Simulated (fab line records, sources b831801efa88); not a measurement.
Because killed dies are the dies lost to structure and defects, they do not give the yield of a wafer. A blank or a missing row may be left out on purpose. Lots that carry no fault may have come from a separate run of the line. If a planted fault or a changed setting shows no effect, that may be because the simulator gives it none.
fab line records    flow sky130
record: lots: 14  wafers: 40  lastDay: 51
route steps=708 shown FIELD_ISO@26 SONOS_TUNNEL@161 CONTACT@423 METAL5@676
lots untouched by any fault: they come from a run of this same line in which no faults occurred
startH: the number of hours between the record's first day and the start of the first shown wafer of the lot    waitH: hours from the lot's prior step to this one    " the same as in the row above    L1.1+2: one row covering several wafers at once    - either no value or no given start    * or withheld: withheld    < > ~ a bound
route shown NAME@n: NAME is a module with steps in the file, n the number in the route of the first one    usual: mean and standard deviation over wafers with no fault    same: alike in all rows    chamber/n: place in a boat    sites: the reading at each site    _std_site: their standard deviation    _edge_site: mean of outer sites minus mean of inner sites    radiusMm: how far each site lies from the wafer's centre    mask NAME#n: copy n    behind: the tool/chamber that last shaped the wafer    hold: why the lot was held/for how many hours/how that ended    device: names the non-switching transistor (n, p or np)    end of line: the same wafers' tests at the end of the route    for a step that has no rows: nothing shown but its recipe    killed: not the wafer's yield, but the dies lost to structure and defects at the first sort    map: per-die view of a wafer (x killed, . not killed, _ where there is no die)
set.NAME: the run value of the setting; set.NAME@STEP: its run value at that earlier step    model.NAME: the simulator's own value behind a step, which no gauge read
the route's steps for a sample of lots (tables are steps, rows are wafers)
services: when a tool's chamber went out of use (startH, in hours from the record's first day, below 0 if earlier), for how many hours, and the reason
== steps ==
step: SKY_FIELD_ISO_THK_MEAS_25
recipe: reads: SiO2_of_FIELD_ISO_CVD_24
usual: FIELD_ISO_CVD_24_THK: 593/5.8
lot.wafer  tool          chamber  startH  waitH  FIELD_ISO_CVD_24_THK[nm]
L236.3     filmMetro-04  -        33.97   0.1    580
L236.4     "             -        "       "      578
L236.6     "             -        "       "      594
L237.1     filmMetro-01  -        36.35   0.0    583
L237.4     "             -        "       "      580
L237.5     "             -        "       "      590
L238.1     filmMetro-04  -        41.05   0.0    582
L238.3     "             -        "       "      596
L238.5     "             -        "       "      588
L239.1     filmMetro-01  -        46.37   0.0    589
L239.2     "             -        "       "      597
L239.5     "             -        "       "      586
L240.1     filmMetro-01  -        55.03   0.0    599
L240.3     "             -        "       "      598
L240.5     "             -        "       "      595
L247.1     filmMetro-04  -        87.30   0.1    590
L247.5     "             -        "       "      594
L249.1     filmMetro-04  -        100.90  0.1    591
L249.5     "             -        "       "      595
L251.1     filmMetro-04  -        110.64  0.0    597
L251.2     "             -        "       "      595
L251.5     "             -        "       "      590
L252.1     filmMetro-02  -        114.67  0.0    594
L252.2     "             -        "       "      588
L252.4     "             -        "       "      593
L254.2     filmMetro-02  -        123.98  0.0    596
L254.4     "             -        "       "      597
L254.5     "             -        "       "      598
L255.1     filmMetro-02  -        132.21  0.0    589
L255.3     "             -        "       "      595
L255.4     "             -        "       "      591
L256.1     filmMetro-04  -        134.63  0.0    596
L256.3     "             -        "       "      595
L256.6     "             -        "       "      595
L257.2     filmMetro-04  -        141.95  0.0    592
L257.4     "             -        "       "      587
L257.5     "             -        "       "      598
L259.1     filmMetro-01  -        157.58  0.0    599
L259.3     "             -        "       "      610
L259.6     "             -        "       "      598
step: SKY_SONOS_TUNNEL_CD_MEAS_07
recipe: targetCdNm: 410
usual: cdNm: 409.7/2.5
lot.wafer  tool      chamber  startH  waitH  cdNm
L236.3     cdSem-01  -        251.43  0.1    410.8
L236.4     "         -        "       "      410.5
L236.6     "         -        "       "      409.3
L237.1     cdSem-01  -        254.20  0.1    409.9
L237.4     "         -        "       "      409.0
L237.5     "         -        "       "      411.1
L238.1     cdSem-02  -        260.84  0.1    411.2
L238.3     "         -        "       "      412.8
L238.5     "         -        "       "      411.4
L239.1     cdSem-01  -        273.74  0.1    409.2
L239.2     "         -        "       "      407.6
L239.5     "         -        "       "      409.3
L240.1     cdSem-01  -        281.60  0.1    409.3
L240.3     "         -        "       "      410.7
L240.5     "         -        "       "      407.4
L247.1     cdSem-01  -        332.94  0.1    407.1
L247.5     "         -        "       "      407.1
L249.1     cdSem-02  -        349.55  0.1    409.8
L249.5     "         -        "       "      406.6
L251.1     cdSem-02  -        366.24  0.1    414.3
L251.2     "         -        "       "      413.9
L251.5     "         -        "       "      415.4
L252.1     cdSem-02  -        372.24  0.1    407.2
L252.2     "         -        "       "      407.0
L252.4     "         -        "       "      406.6
L254.2     cdSem-02  -        391.11  0.1    408.4
L254.4     "         -        "       "      412.0
L254.5     "         -        "       "      410.2
L255.1     cdSem-02  -        401.04  0.1    409.2
L255.3     "         -        "       "      410.9
L255.4     "         -        "       "      411.2
L256.1     cdSem-01  -        405.57  0.2    414.0
L256.3     "         -        "       "      414.1
L256.6     "         -        "       "      414.1
L257.2     cdSem-02  -        415.30  0.1    409.6
L257.4     "         -        "       "      410.1
L257.5     "         -        "       "      407.9
L259.1     cdSem-01  -        454.15  0.1    407.2
L259.3     "         -        "       "      408.4
L259.6     "         -        "       "      407.2
step: SKY_CONTACT_ETCH_17
recipe: target: SiO2  chemistry: C4F8/O2/Ar  stopOn: Si3N4  maskMaterial: KrF-thick  sourceW: 1500  biasW: 1200  pressureMtorr: 40  c4f8FlowSccm: withheld  O2_flow_sccm: 6  Ar_flow_sccm: 300  timeS: withheld  targetDepthA: 3400
usual: oesProductAu: 0.893/0.0052
lot.wafer  tool        chamber  startH  waitH  oesProductAu
L236.3     rieDiel-01  1        734.58  0.0    0.877
L236.4     "           1        "       "      0.885
L236.6     "           2        "       "      0.888
L237.1     rieDiel-03  1        738.53  0.0    0.897
L237.4     "           0        "       "      0.892
L237.5     "           3        "       "      0.902
L238.1     rieDiel-04  2        745.74  0.0    0.897
L238.3     "           1        "       "      0.891
L238.5     "           1        "       "      0.888
L239.1     rieDiel-03  3        755.69  0.0    0.890
L239.2     "           2        "       "      0.897
L239.5     "           1        "       "      0.895
L240.1     rieDiel-01  0        765.28  0.0    0.894
L240.3     "           2        "       "      0.897
L240.5     "           3        "       "      0.900
L247.1     rieDiel-03  0        820.68  0.0    0.891
L247.5     "           2        "       "      0.891
L249.1     rieDiel-04  2        836.74  0.0    0.890
L249.5     "           1        "       "      0.886
L251.1     rieDiel-03  1        845.13  0.0    0.893
L251.2     "           2        "       "      0.893
L251.5     "           2        "       "      0.884
L252.1     rieDiel-03  2        849.14  0.0    0.897
L252.2     "           0        "       "      0.888
L252.4     "           3        "       "      0.880
L254.2     rieDiel-01  2        870.69  0.0    0.894
L254.4     "           3        "       "      0.901
L254.5     "           2        "       "      0.897
L255.1     rieDiel-04  0        877.14  0.0    0.894
L255.3     "           2        "       "      0.896
L255.4     "           1        "       "      0.893
L256.1     rieDiel-04  0        881.79  0.0    0.894
L256.3     "           2        "       "      0.891
L256.6     "           1        "       "      0.897
L257.2     rieDiel-01  3        896.28  0.0    0.901
L257.4     "           1        "       "      0.893
L257.5     "           1        "       "      0.897
L259.1     rieDiel-01  1        933.14  0.0    0.884
L259.3     "           0        "       "      0.894
L259.6     "           1        "       "      0.889
step: SKY_METAL5_METAL_ETCH_15
recipe: targetDepthA: 12600  stopOn: SiO2  overEtchFrac: 0.2  timeS: 252  chemistry: Cl2/BCl3  resistSidewallDeg: 86  pressureMtorr: 10  icpW: 900  biasW: 48.5  Cl2_flow_sccm: 60  bcl3FlowSccm: 30
usual: drypumpMotorCurrentA: 5.8/0.4  oesProductAu: 0.894/0.0054  throttleValvePct: 22.263/0.0089
lot.wafer  tool         chamber  startH   waitH  drypumpMotorCurrentA  oesProductAu  rfHoursCounterH  throttleValvePct
L236.3     rieMetal-02  0        1027.36  0.1    5.9                   0.899         -                22.259
L236.4     "            1        "        "      6.0                   0.903         -                22.269
L236.6     "            0        "        "      5.9                   0.886         -                22.276
L237.1     rieMetal-02  0        1031.37  0.0    5.8                   0.894         3                22.253
L237.4     "            1        "        "      6.0                   0.884         -                22.264
L237.5     "            1        "        "      6.0                   0.892         -                22.248
L238.1     rieMetal-02  1        1036.89  0.0    6.0                   0.897         11               22.270
L238.3     "            0        "        "      5.8                   0.898         -                22.256
L238.5     "            0        "        "      5.8                   0.891         -                22.250
L239.1     rieMetal-01  0        1046.59  0.0    5.4                   0.892         17               22.263
L239.2     "            1        "        "      5.4                   0.895         10               22.260
L239.5     "            0        "        "      5.4                   0.896         -                22.251
L240.1     rieMetal-02  1        1052.52  0.0    6.0                   0.897         12               22.241
L240.3     "            1        "        "      6.0                   0.889         -                22.261
L240.5     "            1        "        "      6.0                   0.886         -                22.260
L247.1     rieMetal-02  1        1094.99  0.0    6.0                   0.894         15               22.275
L247.5     "            1        "        "      6.0                   0.904         -                22.269
L249.1     rieMetal-02  1        1107.59  0.0    6.0                   0.888         15               22.258
L249.5     "            0        "        "      5.9                   0.896         -                22.264
L251.1     rieMetal-01  1        1115.23  0.0    5.4                   0.896         14               22.263
L251.2     "            0        "        "      5.4                   0.904         22               22.274
L251.5     "            1        "        "      5.4                   0.888         -                22.259
L252.1     rieMetal-01  0        1117.13  0.0    5.4                   0.895         22               22.258
L252.2     "            1        "        "      5.4                   0.889         14               22.261
L252.4     "            0        "        "      5.4                   0.896         -                22.254
L254.2     rieMetal-04  1        1136.47  0.0    6.2                   0.895         24               22.265
L254.4     "            1        "        "      6.2                   0.895         -                22.270
L254.5     "            0        "        "      6.7                   0.891         -                22.266
L255.1     rieMetal-04  0        1138.48  0.0    6.7                   0.895         15               22.261
L255.3     "            0        "        "      6.7                   0.894         -                22.236
L255.4     "            1        "        "      6.2                   0.892         -                22.271
L256.1     rieMetal-01  1        1142.58  0.0    5.5                   0.896         16               22.268
L256.3     "            0        "        "      5.4                   0.899         -                22.268
L256.6     "            0        "        "      5.4                   0.888         -                22.271
L257.2     rieMetal-01  1        1153.32  0.0    5.4                   0.889         17               22.265
L257.4     "            1        "        "      5.4                   0.890         -                22.259
L257.5     "            1        "        "      5.4                   0.890         -                22.260
L259.1     rieMetal-01  1        1178.68  0.0    5.4                   0.894         20               22.256
L259.3     "            1        "        "      5.4                   0.893         -                22.260
L259.6     "            1        "        "      5.4                   0.899         -                22.262
step: SKY_METAL5_STRIP_16
recipe: chemistry: O2/N2  powerW: 1400  pressureMtorr: 1500  platenTempC: withheld  o2FlowSccm: 3000  n2FlowSccm: 300  overashFraction: 0.5
usual: drypumpMotorCurrentA: 5.5/0.36  oesProductAu: 0.710/0.0046  stripTimeToEndpointS: 13.09/0.17
lot.wafer  tool            chamber  startH   waitH  drypumpMotorCurrentA  oesProductAu  rfHoursCounterH  stripTimeToEndpointS
L236.3     plasmaAsher-04  1        1027.55  0.1    5.1                   0.714         -                13.06
L236.4     "               0        "        "      5.2                   0.714         -                13.16
L236.6     "               1        "        "      5.1                   0.713         -                13.09
L237.1     plasmaAsher-03  1        1031.61  0.2    5.6                   0.706         120              13.06
L237.4     "               0        "        "      5.7                   0.715         -                13.21
L237.5     "               0        "        "      5.7                   0.716         -                13.12
L238.1     plasmaAsher-01  0        1037.12  0.2    5.3                   0.715         92               13.01
L238.3     "               0        "        "      5.3                   0.717         -                12.89
L238.5     "               0        "        "      5.3                   0.711         -                12.95
L239.1     plasmaAsher-03  1        1046.82  0.2    5.6                   0.704         122              13.32
L239.2     "               0        "        "      5.7                   0.713         122              12.95
L239.5     "               0        "        "      5.7                   0.714         -                13.30
L240.1     plasmaAsher-01  0        1052.76  0.2    5.3                   0.700         94               12.85
L240.3     "               1        "        "      6.2                   0.710         -                12.99
L240.5     "               0        "        "      5.3                   0.711         -                12.91
L247.1     plasmaAsher-04  0        1095.22  0.2    5.2                   0.711         64               14.42
L247.5     "               1        "        "      5.1                   0.709         -                13.10
L249.1     plasmaAsher-04  0        1107.91  0.2    5.2                   0.713         66               14.25
L249.5     "               1        "        "      5.1                   0.712         -                12.95
L251.1     plasmaAsher-01  0        1115.47  0.2    5.3                   0.710         100              12.95
L251.2     "               1        "        "      6.2                   0.709         100              13.53
L251.5     "               1        "        "      6.2                   0.716         -                12.96
L252.1     plasmaAsher-01  1        1117.37  0.2    6.1                   0.703         100              13.36
L252.2     "               0        "        "      5.3                   0.713         100              12.83
L252.4     "               1        "        "      6.2                   0.715         -                13.37
L254.2     plasmaAsher-03  1        1136.71  0.2    5.6                   0.715         8                13.05
L254.4     "               0        "        "      5.7                   0.717         -                13.10
L254.5     "               0        "        "      5.7                   0.700         -                13.03
L255.1     plasmaAsher-04  1        1138.72  0.2    5.1                   0.715         69               13.29
L255.3     "               1        "        "      5.1                   0.709         -                13.26
L255.4     "               0        "        "      5.2                   0.711         -                13.20
L256.1     plasmaAsher-01  0        1142.82  0.2    5.3                   0.710         103              13.06
L256.3     "               0        "        "      5.3                   0.715         -                13.39
L256.6     "               1        "        "      6.2                   0.713         -                13.40
L257.2     plasmaAsher-03  1        1153.56  0.2    5.6                   0.711         10               12.86
L257.4     "               0        "        "      5.7                   0.711         -                12.87
L257.5     "               1        "        "      5.6                   0.716         -                12.89
L259.1     plasmaAsher-03  0        1178.92  0.2    5.7                   0.713         12               13.15
L259.3     "               1        "        "      5.6                   0.709         -                13.21
L259.6     "               1        "        "      5.6                   0.706         -                13.11
== services ==
tool            chamber  startH   hours  kind
rieMetal-01     -        724.78   1.4    pm
rieDiel-01      0        731.64   6.9    repair
rieMetal-01     1        760.15   20.5   repair
plasmaAsher-03  -        761.68   0.8    repair
rieMetal-01     -        803.63   0.2    repair
plasmaAsher-03  -        803.68   15.6   repair
rieDiel-01      2        888.90   2.2    repair
plasmaAsher-03  -        890.27   4.5    repair
plasmaAsher-03  -        903.29   0.5    repair
rieDiel-01      -        907.19   4.3    pm
plasmaAsher-03  -        925.76   0.8    repair
rieDiel-01      3        935.24   12.9   repair
rieDiel-01      -        937.72   0.6    repair
plasmaAsher-01  -        939.41   0.7    repair
plasmaAsher-03  -        952.52   6.6    repair
plasmaAsher-03  -        960.43   3.4    repair
plasmaAsher-01  -        1017.28  7.1    repair
rieDiel-01      -        1019.02  2.1    repair
rieDiel-01      1        1027.49  4.0    repair
plasmaAsher-03  -        1055.25  9.0    pm
rieMetal-01     1        1057.35  8.7    repair
rieDiel-01      3        1059.60  6.3    repair
plasmaAsher-01  -        1091.58  9.4    repair
rieMetal-02     0        1128.99  1.5    repair
== key ==
firstSign: step: SKY_METAL5_STRIP_16  reading: stripTimeToEndpointS  direction: up  sigmas: 7.3  usual: *  struck: *
effect none on later readings
metAt SKY_METAL5_METAL_ETCH_15
struckLots L247,L249
struckWafers L247.1,L249.1
sortLeftOut L247.1,L249.1
notActingAt SKY_FIELD_ISO_THK_MEAS_25,SKY_SONOS_TUNNEL_CD_MEAS_07,SKY_CONTACT_ETCH_17
onsetBetween 1052.52 1094.99
fault: kind: processParameterDrift  tool: rieMetal-02  chamber: -  onsetH: 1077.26  steps: SKY_METAL5_METAL_ETCH_15  channel: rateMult  offset: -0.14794  shape: step  endH: 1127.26  scope: struckWafersOnly
sortLeftOut: the simulated sort isn't trusted on such a fault, so these wafers' sort isn't shown, and their yield isn't known
